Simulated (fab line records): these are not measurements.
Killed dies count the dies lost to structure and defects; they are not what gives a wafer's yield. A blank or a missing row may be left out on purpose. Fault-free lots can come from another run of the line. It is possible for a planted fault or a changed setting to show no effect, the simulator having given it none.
fab line records + flow sky130
record:
- lots: 6
- wafers: 18
- last-day: 49
route steps=708 shown LI_CONTACT@371 PAD_OPEN@708
lots untouched by any fault: they come from a run of this same line in which no faults occurred
start-h: the number of hours between the record's first day and the start of the first shown wafer of the lot + wait-h: hours since the lot's step before + " identical to the entry in the row above + L1.1+2: a row that stands for several wafers + - no value present, or no start provided + * or withheld: withheld + < > ~ a bound
route shown NAME@n: a module of which the file shows steps, and the number in the route of the first + usual: mean/standard deviation taken from wafers without a fault + same: alike in all rows + chamber/n: place in a boat + sites: the reading at each site + _std_site: standard deviation of those values + _edge_site: inner sites' mean taken away from outer sites' mean + radius-mm: how far each site lies from the wafer's centre + mask NAME#n: copy n + behind: the tool/chamber that last shaped the wafer + hold: cause of the lot's hold/its duration in hours/its outcome + device: the transistor (n, p or np) that didn't switch + end of line: at the end of the route, the tests of the same wafers + where a step has no rows: the recipe by itself + killed: count of dies lost to structure and defects at first sort (not the wafer's yield) + map: a wafer's dies, marking killed ones x, the rest . and places with no die _
set.NAME: the setting as run; set.NAME@STEP: as run at that earlier step + model.NAME: the simulator's own value behind a step, which no gauge read
certain route steps with their lots: each step a table, each wafer a row
services: from which hour (start-h, from the record's first day; less than 0 if before it) a tool's chamber was out of use, for how many hours, and why
== steps ==
step: SKY_LI_CONTACT_EXPOSE_09
recipe:
- mask-id: LICM1
- na: 0.8
- source-shape: annular
- sigma-inner: 0.55
- sigma-outer: 0.85
- target-cd-nm: 170
- dose-mj: 38
step: SKY_LI_CONTACT_PEB_10
recipe:
- peb-temp-c: withheld
- peb-time-s: withheld
- resist: KrF-thick
step: SKY_LI_CONTACT_DEVELOP_11
recipe:
- develop-time-s: 60
- resist: KrF-thick
- dev-temp-c: 21
step: SKY_LI_CONTACT_CD_MEAS_12
recipe:
- target-cd-nm: 170
usual:
- cd-nm: 170.0/1.3
| lot.wafer | tool      | chamber | start-h | wait-h | cd-nm |
|-----------|-----------|---------|---------|--------|-------|
| L631.1    | cd-sem-02 | -       | 701.72  | -      | 170.6 |
| L631.3    | "         | -       | "       | "      | 171.5 |
| L631.6    | "         | -       | "       | "      | 169.7 |
| L633.1    | cd-sem-02 | -       | 736.25  | -      | 170.2 |
| L633.4    | "         | -       | "       | "      | 171.1 |
| L633.6    | "         | -       | "       | "      | 170.4 |
| L637.1    | cd-sem-02 | -       | 750.55  | -      | 171.4 |
| L637.4    | "         | -       | "       | "      | 169.9 |
| L637.5    | "         | -       | "       | "      | 170.2 |
| L636.1    | cd-sem-02 | -       | 755.70  | -      | 169.6 |
| L636.3    | "         | -       | "       | "      | 171.6 |
| L636.6    | "         | -       | "       | "      | 168.6 |
| L644.1    | cd-sem-02 | -       | 800.85  | -      | 171.7 |
| L644.2    | "         | -       | "       | "      | 173.4 |
| L644.6    | "         | -       | "       | "      | 172.4 |
| L645.1    | cd-sem-02 | -       | 805.25  | -      | 170.0 |
| L645.2    | "         | -       | "       | "      | 170.2 |
| L645.5    | "         | -       | "       | "      | 170.7 |
step: SKY_LI_CONTACT_OVL_MEAS_13
usual:
- LI_CONTACT_OVL: -1/6.3
| lot.wafer | tool       | chamber | start-h | wait-h | LI_CONTACT_OVL[nm] |
|-----------|------------|---------|---------|--------|--------------------|
| L631.1    | overlay-02 | -       | 701.84  | 0.1    | 6                  |
| L631.3    | "          | -       | "       | "      | 6                  |
| L631.6    | "          | -       | "       | "      | 5                  |
| L633.1    | overlay-01 | -       | 736.37  | 0.1    | 6                  |
| L633.4    | "          | -       | "       | "      | 1                  |
| L633.6    | "          | -       | "       | "      | 5                  |
| L637.1    | overlay-01 | -       | 750.67  | 0.1    | 12                 |
| L637.4    | "          | -       | "       | "      | 11                 |
| L637.5    | "          | -       | "       | "      | 10                 |
| L636.1    | overlay-02 | -       | 755.82  | 0.1    | 3                  |
| L636.3    | "          | -       | "       | "      | 2                  |
| L636.6    | "          | -       | "       | "      | 6                  |
| L644.1    | overlay-02 | -       | 800.97  | 0.1    | 9                  |
| L644.2    | "          | -       | "       | "      | 4                  |
| L644.6    | "          | -       | "       | "      | 8                  |
| L645.1    | overlay-02 | -       | 805.37  | 0.1    | -15                |
| L645.2    | "          | -       | "       | "      | -9                 |
| L645.5    | "          | -       | "       | "      | -9                 |
step: SKY_LI_CONTACT_ETCH_14
recipe:
- chemistry: N2/H2
- target: BARC
- ion-energy-ev: 200
- source-w: 500
- bias-w: 100
- pressure-mtorr: 30
- n2-flow-sccm: 100
- h2-flow-sccm: 200
- stop-on: SiO2
- time-s: 45.9
- target-depth-a: 600
step: SKY_LI_CONTACT_ETCH_15
recipe:
- target: PSG
- chemistry: C4F8/O2/Ar
- stop-on: Si
- taper-deg: 4.15
- mask-material: KrF-thick
- source-w: 1500
- bias-w: 1200
- pressure-mtorr: 40
- c4f8-flow-sccm: withheld
- O2_flow_sccm: 6
- Ar_flow_sccm: 300
- time-s: withheld
- target-depth-a: 6000
usual:
- oes-product-au: 0.836/0.0047
- rf-fwd-power-W: 1494/4.5
| lot.wafer | tool        | chamber | start-h | wait-h | oes-product-au | rf-fwd-power-W |
|-----------|-------------|---------|---------|--------|----------------|----------------|
| L631.1    | rie-diel-02 | 1       | 701.92  | 0.0    | 0.841          | 1491           |
| L631.3    | "           | 2       | "       | "      | 0.833          | 1501           |
| L631.6    | "           | 0       | "       | "      | 0.838          | 1494           |
| L633.1    | rie-diel-02 | 1       | 736.45  | 0.0    | 0.838          | 1494           |
| L633.4    | "           | 0       | "       | "      | 0.833          | 1491           |
| L633.6    | "           | 3       | "       | "      | 0.835          | 1486           |
| L637.1    | rie-diel-02 | 3       | 750.75  | 0.0    | 0.838          | 1494           |
| L637.4    | "           | 1       | "       | "      | 0.835          | 1489           |
| L637.5    | "           | 0       | "       | "      | 0.836          | 1493           |
| L636.1    | rie-diel-02 | 1       | 755.90  | 0.0    | 0.844          | 1491           |
| L636.3    | "           | 2       | "       | "      | 0.831          | 1495           |
| L636.6    | "           | 1       | "       | "      | 0.830          | 1492           |
| L644.1    | rie-diel-02 | 1       | 801.05  | 0.0    | 0.843          | 1490           |
| L644.2    | "           | 3       | "       | "      | 0.834          | 1493           |
| L644.6    | "           | 0       | "       | "      | 0.841          | 1498           |
| L645.1    | rie-diel-04 | 1       | 805.45  | 0.0    | 0.833          | 1499           |
| L645.2    | "           | 2       | "       | "      | 0.833          | 1493           |
| L645.5    | "           | 1       | "       | "      | 0.834          | 1493           |
step: SKY_LI_CONTACT_STRIP_16
recipe:
- chemistry: O2/N2
- power-w: 1400
- pressure-mtorr: 1500
- platen-temp-c: withheld
- o2-flow-sccm: 3000
- n2-flow-sccm: 300
- overash-fraction: 0.5
usual:
- drypump-motor-current-A: 5.5/0.44
- oes-product-au: 0.376/0.0044
- strip-time-to-endpoint-s: 3.50/0.033
| lot.wafer | tool            | chamber | start-h | wait-h | drypump-motor-current-A | oes-product-au | rf-hours-counter-h | strip-time-to-endpoint-s |
|-----------|-----------------|---------|---------|--------|-------------------------|----------------|--------------------|--------------------------|
| L631.1    | plasma-asher-01 | 0       | 702.00  | -      | 6.1                     | 0.379          | 25                 | 3.51                     |
| L631.3    | "               | 1       | "       | "      | 5.0                     | 0.378          | -                  | 3.55                     |
| L631.6    | "               | 0       | "       | "      | 6.1                     | 0.379          | -                  | 3.51                     |
| L633.1    | plasma-asher-04 | 1       | 736.54  | -      | 5.9                     | 0.375          | 93                 | 3.52                     |
| L633.4    | "               | 1       | "       | "      | 5.9                     | 0.370          | -                  | 3.54                     |
| L633.6    | "               | 0       | "       | "      | 5.1                     | 0.375          | -                  | 3.48                     |
| L637.1    | plasma-asher-04 | 0       | 750.84  | -      | 5.1                     | 0.372          | 95                 | 3.42                     |
| L637.4    | "               | 1       | "       | "      | 5.8                     | 0.379          | -                  | 3.46                     |
| L637.5    | "               | 1       | "       | "      | 5.8                     | 0.377          | -                  | 3.49                     |
| L636.1    | plasma-asher-02 | 0       | 755.98  | -      | 5.1                     | 0.375          | 1                  | 3.55                     |
| L636.3    | "               | 0       | "       | "      | 5.1                     | 0.372          | -                  | 3.50                     |
| L636.6    | "               | 0       | "       | "      | 5.0                     | 0.378          | -                  | 3.51                     |
| L644.1    | plasma-asher-02 | 0       | 801.13  | -      | 5.0                     | 0.381          | 5                  | 3.51                     |
| L644.2    | "               | 1       | "       | "      | 5.7                     | 0.385          | 5                  | 3.52                     |
| L644.6    | "               | 0       | "       | "      | 5.0                     | 0.376          | -                  | 3.55                     |
| L645.1    | plasma-asher-01 | 0       | 805.53  | -      | 6.1                     | 0.383          | 35                 | 3.53                     |
| L645.2    | "               | 1       | "       | "      | 5.0                     | 0.375          | 35                 | 3.42                     |
| L645.5    | "               | 0       | "       | "      | 6.1                     | 0.372          | -                  | 3.53                     |
step: SKY_LI_CONTACT_CLEAN_17
recipe:
- chemistry: NMP
- time-s: 600
- temp-c: 60
- dry: n2-spin
step: SKY_LI_CONTACT_PRE_CLEAN_18
recipe:
- gas: Ar
- time-s: 5.6
- bias-v: 358
step: SKY_LI_CONTACT_SPUTTER_19
recipe:
- material: Ti
- target-thk-nm: 20
- chamber-pressure-pa: 5
- power-w: 2500
- substrate-temp-c: 200
- time-s: 106.37
usual:
- throttle-valve-pct: 30.0/1.1
| lot.wafer | tool           | chamber | start-h | wait-h | throttle-valve-pct |
|-----------|----------------|---------|---------|--------|--------------------|
| L631.1    | pvd-sputter-01 | -       | 702.30  | 0.0    | 29.5               |
| L631.3    | "              | -       | "       | "      | 31.3               |
| L631.6    | "              | -       | "       | "      | 31.3               |
| L633.1    | pvd-sputter-02 | -       | 736.85  | 0.0    | 30.3               |
| L633.4    | "              | -       | "       | "      | 28.7               |
| L633.6    | "              | -       | "       | "      | 30.1               |
| L637.1    | pvd-sputter-01 | -       | 751.13  | 0.0    | 31.0               |
| L637.4    | "              | -       | "       | "      | 29.7               |
| L637.5    | "              | -       | "       | "      | 30.0               |
| L636.1    | pvd-sputter-01 | -       | 756.45  | 0.0    | 31.2               |
| L636.3    | "              | -       | "       | "      | 29.7               |
| L636.6    | "              | -       | "       | "      | 30.5               |
| L644.1    | pvd-sputter-01 | -       | 801.44  | 0.0    | 30.7               |
| L644.2    | "              | -       | "       | "      | 31.2               |
| L644.6    | "              | -       | "       | "      | 31.0               |
| L645.1    | pvd-sputter-01 | -       | 805.84  | 0.0    | 30.8               |
| L645.2    | "              | -       | "       | "      | 29.7               |
| L645.5    | "              | -       | "       | "      | 31.6               |
step: SKY_LI_CONTACT_SPUTTER_20
recipe:
- material: TiN
- target-thk-nm: 20
- chamber-pressure-pa: 5
- power-w: 4000
- time-s: 80
usual:
- throttle-valve-pct: 30.0/1.1
| lot.wafer | tool           | chamber | start-h | wait-h | throttle-valve-pct |
|-----------|----------------|---------|---------|--------|--------------------|
| L631.1    | pvd-sputter-01 | -       | 702.37  | 0.0    | 29.8               |
| L631.3    | "              | -       | "       | "      | 31.2               |
| L631.6    | "              | -       | "       | "      | 31.4               |
| L633.1    | pvd-sputter-02 | -       | 736.92  | 0.0    | 30.6               |
| L633.4    | "              | -       | "       | "      | 28.8               |
| L633.6    | "              | -       | "       | "      | 30.1               |
| L637.1    | pvd-sputter-01 | -       | 751.21  | 0.0    | 30.8               |
| L637.4    | "              | -       | "       | "      | 29.9               |
| L637.5    | "              | -       | "       | "      | 30.0               |
| L636.1    | pvd-sputter-01 | -       | 756.53  | 0.0    | 30.8               |
| L636.3    | "              | -       | "       | "      | 29.9               |
| L636.6    | "              | -       | "       | "      | 31.0               |
| L644.1    | pvd-sputter-01 | -       | 801.52  | 0.0    | 30.9               |
| L644.2    | "              | -       | "       | "      | 30.7               |
| L644.6    | "              | -       | "       | "      | 30.7               |
| L645.1    | pvd-sputter-01 | -       | 805.92  | 0.0    | 30.7               |
| L645.2    | "              | -       | "       | "      | 29.9               |
| L645.5    | "              | -       | "       | "      | 31.6               |
step: SKY_LI_CONTACT_CVD_21
recipe:
- material: W
- target-thk-nm: 400
- time-s: 120.56
- temp-c: 400
- pressure-torr: 40
usual:
- heater-power-w: 795/55
| lot.wafer | tool     | chamber | start-h | wait-h | heater-power-w | model.W_of_LI_CONTACT_CVD_21.thk-nm |
|-----------|----------|---------|---------|--------|----------------|-------------------------------------|
| L631.1    | cvd-w-01 | 0       | 702.43  | 0.0    | 725            | 395.9                               |
| L631.3    | "        | 0       | "       | "      | 728            | 401.1                               |
| L631.6    | "        | 0       | "       | "      | 728            | 398.8                               |
| L633.1    | cvd-w-02 | 1       | 736.99  | 0.0    | 763            | 392.9                               |
| L633.4    | "        | 1       | "       | "      | 752            | 397.3                               |
| L633.6    | "        | 0       | "       | "      | 845            | 399.5                               |
| L637.1    | cvd-w-01 | 1       | 751.27  | 0.0    | 845            | 390.7                               |
| L637.4    | "        | 0       | "       | "      | 724            | 397.3                               |
| L637.5    | "        | 0       | "       | "      | 721            | 398.1                               |
| L636.1    | cvd-w-02 | 1       | 756.60  | 0.0    | 756            | 396.8                               |
| L636.3    | "        | 1       | "       | "      | 738            | 400.2                               |
| L636.6    | "        | 1       | "       | "      | 749            | 396                                 |
| L644.1    | cvd-w-02 | 1       | 801.58  | 0.0    | 742            | 423.6                               |
| L644.2    | "        | 0       | "       | "      | 838            | 392.3                               |
| L644.6    | "        | 0       | "       | "      | 837            | 422.8                               |
| L645.1    | cvd-w-02 | 0       | 805.98  | 0.0    | 873            | 425.6                               |
| L645.2    | "        | 1       | "       | "      | 757            | 398.7                               |
| L645.5    | "        | 1       | "       | "      | 732            | 399.8                               |
step: SKY_LI_CONTACT_RS_MEAS_22
recipe:
- thk-meas-gauge: four-point-probe
- reads: W_of_LI_CONTACT_CVD_21+TiN_of_LI_CONTACT_SPUTTER_20+Ti_of_LI_CONTACT_SPUTTER_19
usual:
- LI_CONTACT_W_RS: 0.286/0.003
| lot.wafer | tool          | chamber | start-h | wait-h | LI_CONTACT_W_RS[ohm/sq] |
|-----------|---------------|---------|---------|--------|-------------------------|
| L631.1    | film-metro-02 | -       | 702.56  | 0.1    | 0.288                   |
| L631.3    | "             | -       | "       | "      | 0.284                   |
| L631.6    | "             | -       | "       | "      | 0.286                   |
| L633.1    | film-metro-03 | -       | 737.11  | 0.1    | 0.290                   |
| L633.4    | "             | -       | "       | "      | 0.287                   |
| L633.6    | "             | -       | "       | "      | 0.285                   |
| L637.1    | film-metro-03 | -       | 751.40  | 0.1    | 0.292                   |
| L637.4    | "             | -       | "       | "      | 0.286                   |
| L637.5    | "             | -       | "       | "      | 0.286                   |
| L636.1    | film-metro-03 | -       | 756.72  | 0.1    | 0.287                   |
| L636.3    | "             | -       | "       | "      | 0.284                   |
| L636.6    | "             | -       | "       | "      | 0.287                   |
| L644.1    | film-metro-01 | -       | 801.71  | 0.1    | 0.269                   |
| L644.2    | "             | -       | "       | "      | 0.291                   |
| L644.6    | "             | -       | "       | "      | 0.270                   |
| L645.1    | film-metro-01 | -       | 806.11  | 0.1    | 0.269                   |
| L645.2    | "             | -       | "       | "      | 0.286                   |
| L645.5    | "             | -       | "       | "      | 0.285                   |
step: SKY_LI_CONTACT_THK_MEAS_23
recipe:
- thk-meas-gauge: xrf
- reads: W_of_LI_CONTACT_CVD_21
usual:
- LI_CONTACT_W_THK: 401/7.6
| lot.wafer | tool          | chamber | start-h | wait-h | LI_CONTACT_W_THK[nm] |
|-----------|---------------|---------|---------|--------|----------------------|
| L631.1    | film-metro-02 | -       | 702.68  | 0.1    | 404                  |
| L631.3    | "             | -       | "       | "      | 409                  |
| L631.6    | "             | -       | "       | "      | 408                  |
| L633.1    | film-metro-03 | -       | 737.23  | 0.1    | 390                  |
| L633.4    | "             | -       | "       | "      | 393                  |
| L633.6    | "             | -       | "       | "      | 401                  |
| L637.1    | film-metro-03 | -       | 751.52  | 0.1    | 392                  |
| L637.4    | "             | -       | "       | "      | 395                  |
| L637.5    | "             | -       | "       | "      | 399                  |
| L636.1    | film-metro-03 | -       | 756.84  | 0.1    | 394                  |
| L636.3    | "             | -       | "       | "      | 399                  |
| L636.6    | "             | -       | "       | "      | 394                  |
| L644.1    | film-metro-01 | -       | 801.83  | 0.1    | 432                  |
| L644.2    | "             | -       | "       | "      | 402                  |
| L644.6    | "             | -       | "       | "      | 432                  |
| L645.1    | film-metro-01 | -       | 806.23  | 0.1    | 435                  |
| L645.2    | "             | -       | "       | "      | 405                  |
| L645.5    | "             | -       | "       | "      | 409                  |
step: SKY_LI_CONTACT_CMP_24
recipe:
- stop-on: PSG
- t-overpolish-s: 20
- down-force-psi: 3.5
- platen-rpm: 60
- target-thk-nm: 0
- pad-velocity-m-s: 0.94248
usual:
- motor-current-A: 10.5/1.1
- slurry-flow-ml-min: 150.0/0.43
| lot.wafer | tool   | chamber | start-h | wait-h | motor-current-A | slurry-flow-ml-min |
|-----------|--------|---------|---------|--------|-----------------|--------------------|
| L631.3    | cmp-01 | 1       | 702.84  | 0.1    | 11.1            | 149.8              |
| L631.1    | "      | 2       | "       | "      | 9.5             | 150.8              |
| L631.6    | "      | 3       | "       | "      | 10.7            | 151.3              |
| L633.4    | cmp-02 | 3       | 737.29  | 0.0    | 9.6             | 149.1              |
| L633.1    | "      | 2       | "       | "      | 9.1             | 150.1              |
| L633.6    | "      | 3       | "       | "      | 10.1            | 149.1              |
| L637.4    | cmp-01 | 1       | 751.63  | 0.1    | 11.0            | 149.8              |
| L637.1    | "      | 2       | "       | "      | 9.3             | 150.5              |
| L637.5    | "      | 0       | "       | "      | 12.4            | 149.2              |
| L636.1    | cmp-01 | 3       | 756.95  | 0.1    | 10.7            | 149.8              |
| L636.3    | "      | 1       | "       | "      | 11.2            | 149.1              |
| L636.6    | "      | 2       | "       | "      | 9.2             | 150.9              |
| L644.1    | cmp-01 | 0       | 801.94  | 0.1    | 12.0            | 150.7              |
| L644.2    | "      | 1       | "       | "      | 11.0            | 149.7              |
| L644.6    | "      | 0       | "       | "      | 11.3            | 149.2              |
| L645.1    | cmp-01 | 1       | 806.41  | 0.2    | 10.8            | 150.1              |
| L645.2    | "      | 3       | "       | "      | 10.2            | 149.9              |
| L645.5    | "      | 1       | "       | "      | 10.9            | 150.3              |
step: SKY_PAD_OPEN_PROBE_99
usual:
- killed_at_M0_to_M3: 43/6.6
- killed_at_M4_up: 2.9/1.6
- killed-at-contacts: 24/4.9
- killed-at-front-end: 15/4.5
- killed-at-other: 0.2/0.45
- killed-dies: 86/8.8
- killed-open: 48/6.4
- killed-short: 38/5.6
same:
- gross-dies: 492
- killed-at-back-side: 0
| lot.wafer | tool      | chamber | start-h | wait-h | killed_at_M0_to_M3 | killed_at_M4_up | killed-at-contacts | killed-at-front-end | killed-at-other | killed-dies | killed-open | killed-short |
|-----------|-----------|---------|---------|--------|--------------------|-----------------|--------------------|---------------------|-----------------|-------------|-------------|--------------|
| L633.1    | prober-01 | -       | 1124.74 | 0.1    | 41                 | 2               | 20                 | 10                  | 0               | 73          | 47          | 26           |
| L633.4    | prober-01 | -       | 1124.89 | 0.2    | 50                 | 2               | 26                 | 9                   | 0               | 87          | 50          | 37           |
| L633.6    | prober-01 | -       | 1124.99 | 0.2    | 37                 | 5               | 31                 | 12                  | 1               | 86          | 59          | 27           |
| L637.1    | prober-02 | -       | 1133.39 | 0.1    | 50                 | 3               | 23                 | 20                  | 1               | 97          | 51          | 46           |
| L637.4    | prober-02 | -       | 1133.54 | 0.2    | 48                 | 1               | 19                 | 13                  | 0               | 81          | 43          | 38           |
| L637.5    | prober-02 | -       | 1133.59 | 0.2    | 44                 | 1               | 15                 | 12                  | 0               | 72          | 37          | 35           |
| L644.2    | prober-01 | -       | 1167.10 | 0.1    | 39                 | 3               | 22                 | 13                  | 0               | 77          | 47          | 30           |
| L644.6    | prober-01 | -       | 1167.30 | 0.2    | 51                 | 4               | 25                 | 11                  | 0               | 91          | 53          | 38           |
| L645.1    | prober-02 | -       | 1172.12 | 0.1    | 41                 | 5               | 37                 | 9                   | 0               | 92          | 51          | 41           |
| L645.2    | prober-02 | -       | 1172.17 | 0.1    | 52                 | 1               | 30                 | 14                  | 0               | 97          | 55          | 42           |
| L645.5    | prober-02 | -       | 1172.32 | 0.2    | 43                 | 2               | 30                 | 18                  | 0               | 93          | 48          | 45           |
killed by level:class
L633.1 LI_CONTACT:geometric-particle:open=8 VIA1:geometric-particle:open=8 VIA2:geometric-particle:open=8 CONTACT:geometric-particle:open=7 VIA3:geometric-particle:open=6 POLY_GATE:geometric-particle:short=4 METAL2:geometric-particle:short=4 VIA2:geometric-particle:short=4
L633.4 LI_CONTACT:geometric-particle:open=10 VIA1:geometric-particle:open=10 VIA1:geometric-particle:short=8 CONTACT:geometric-particle:open=7 VIA3:geometric-particle:open=7 VIA2:geometric-particle:open=7 METAL2:geometric-particle:short=5 VIA2:geometric-particle:short=4
L633.6 CONTACT:geometric-particle:open=12 VIA1:geometric-particle:open=11 LI_CONTACT:geometric-particle:open=10 VIA3:geometric-particle:open=7 CONTACT:geometric-particle:short=5 VIA2:geometric-particle:open=5 POLY_GATE:geometric-particle:open=4 LOCAL_INTERCONNECT:geometric-particle:short=4
L637.1 VIA1:geometric-particle:open=14 METAL1:geometric-particle:short=9 CONTACT:geometric-particle:open=8 VIA1:geometric-particle:short=6 FIELD_ISO:geometric-particle:open=5 POLY_GATE:geometric-particle:short=5 LI_CONTACT:geometric-particle:open=5 VIA2:geometric-particle:open=5
L637.4 VIA1:geometric-particle:open=11 FIELD_ISO:geometric-particle:short=7 CONTACT:geometric-particle:open=7 VIA2:geometric-particle:open=7 VIA3:geometric-particle:open=7 CONTACT:geometric-particle:short=6 METAL1:geometric-particle:short=5 VIA2:geometric-particle:short=5
L637.5 VIA1:geometric-particle:open=13 METAL1:geometric-particle:short=8 LI_CONTACT:geometric-particle:open=6 FIELD_ISO:geometric-particle:short=4 VIA2:geometric-particle:open=4 CONTACT:geometric-particle:open=4 METAL2:geometric-particle:short=4 VIA2:geometric-particle:short=4
L644.2 VIA1:geometric-particle:open=15 CONTACT:geometric-particle:open=12 VIA3:geometric-particle:open=6 LOCAL_INTERCONNECT:geometric-particle:short=5 VIA1:geometric-particle:short=5 METAL1:geometric-particle:short=5 VIA2:geometric-particle:short=4 FIELD_ISO:geometric-particle:open=3
L644.6 VIA1:geometric-particle:open=15 CONTACT:geometric-particle:open=12 METAL2:geometric-particle:short=8 VIA2:geometric-particle:open=7 VIA3:geometric-particle:open=5 LI_CONTACT:geometric-particle:open=4 METAL3:geometric-particle:short=4 VIA2:geometric-particle:short=4
L645.1 LI_CONTACT:geometric-particle:open=9 LI_CONTACT:geometric-particle:short=9 CONTACT:geometric-particle:open=9 VIA2:geometric-particle:open=9 VIA1:geometric-particle:open=7 VIA3:geometric-particle:open=7 METAL1:geometric-particle:short=6 CONTACT:geometric-particle:short=6
L645.2 CONTACT:geometric-particle:open=12 VIA3:geometric-particle:open=11 VIA1:geometric-particle:open=9 LI_CONTACT:geometric-particle:open=7 VIA2:geometric-particle:open=7 CONTACT:geometric-particle:short=6 METAL1:geometric-particle:short=6 POLY_GATE:geometric-particle:short=4
L645.5 CONTACT:geometric-particle:open=8 VIA1:geometric-particle:open=8 VIA3:geometric-particle:open=8 CONTACT:geometric-particle:short=7 VIA2:geometric-particle:open=7 LI_CONTACT:geometric-particle:open=6 METAL2:geometric-particle:short=6 FIELD_ISO:geometric-particle:short=5
== services ==
| tool            | chamber | start-h | hours | kind   |
|-----------------|---------|---------|-------|--------|
| cmp-02          | -       | 684.45  | 5.5   | repair |
| cmp-02          | -       | 687.06  | 1.2   | repair |
| pvd-sputter-02  | -       | 690.88  | 4.6   | repair |
| cvd-w-02        | -       | 696.38  | 6.9   | pm     |
| plasma-asher-02 | -       | 698.84  | 2.2   | repair |
| plasma-asher-04 | -       | 703.91  | 2.8   | pm     |
| cmp-02          | -       | 710.32  | 1.0   | repair |
| pvd-sputter-01  | -       | 721.31  | 8.6   | repair |
| rie-diel-02     | 3       | 724.93  | 6.5   | repair |
| cmp-02          | -       | 731.66  | 4.1   | pm     |
| plasma-asher-02 | -       | 733.75  | 9.0   | pm     |
| plasma-asher-01 | -       | 735.68  | 1.2   | repair |
| rie-diel-02     | 0       | 742.45  | 4.2   | repair |
| cmp-01          | -       | 744.00  | 4.0   | pm     |
| pvd-sputter-01  | -       | 746.08  | 0.6   | repair |
| cvd-w-01        | 1       | 751.73  | 3.9   | repair |
| cvd-w-01        | -       | 755.25  | 6.0   | pm     |
| plasma-asher-02 | -       | 762.01  | 2.1   | repair |
| cmp-01          | -       | 766.01  | 3.7   | pm     |
| cvd-w-02        | -       | 766.66  | 0.8   | repair |
| cvd-w-02        | -       | 768.70  | 2.8   | pm     |
| rie-diel-04     | 2       | 771.75  | 20.0  | repair |
| cvd-w-02        | -       | 780.79  | 1.3   | repair |
| rie-diel-02     | -       | 795.79  | 0.6   | repair |
== key ==
first-sign:
- step: SKY_LI_CONTACT_RS_MEAS_22
- reading: LI_CONTACT_W_RS
- direction: down
- sigmas: 5.5
- usual: 0.286
- struck: 0.269
effect:
- step: SKY_LI_CONTACT_THK_MEAS_23
- reading: LI_CONTACT_W_THK
- direction: up
- sigmas: 4.2
- usual: 401
- struck: 433
model-effect:
- step: SKY_LI_CONTACT_CVD_21
- value: W_of_LI_CONTACT_CVD_21.thk-nm
- without: 392.5
- struck: 424
met-at SKY_LI_CONTACT_CVD_21
struck-wafers L644.1,L644.6,L645.1
tester-left-out L644,L645
onset-between 756.60 801.58
fault:
- kind: process-parameter-drift
- tool: cvd-w-02
- chamber: -
- onset-h: 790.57
- steps: SKY_LI_CONTACT_CVD_21
- channel: target-thk-nm
- offset: 31.522
- shape: step
- end-h: 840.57
- scope: struck-wafers-only
- acts-in: these-recipes-only
- stated: 400
tester-left-out: of these lots the tester's yield and bins aren't shown, on N5 and GAA mostly nor the transistor test; their killed dies are dies lost to structure and defects alone, not to doping, threshold or leakage, so they don't give the yield
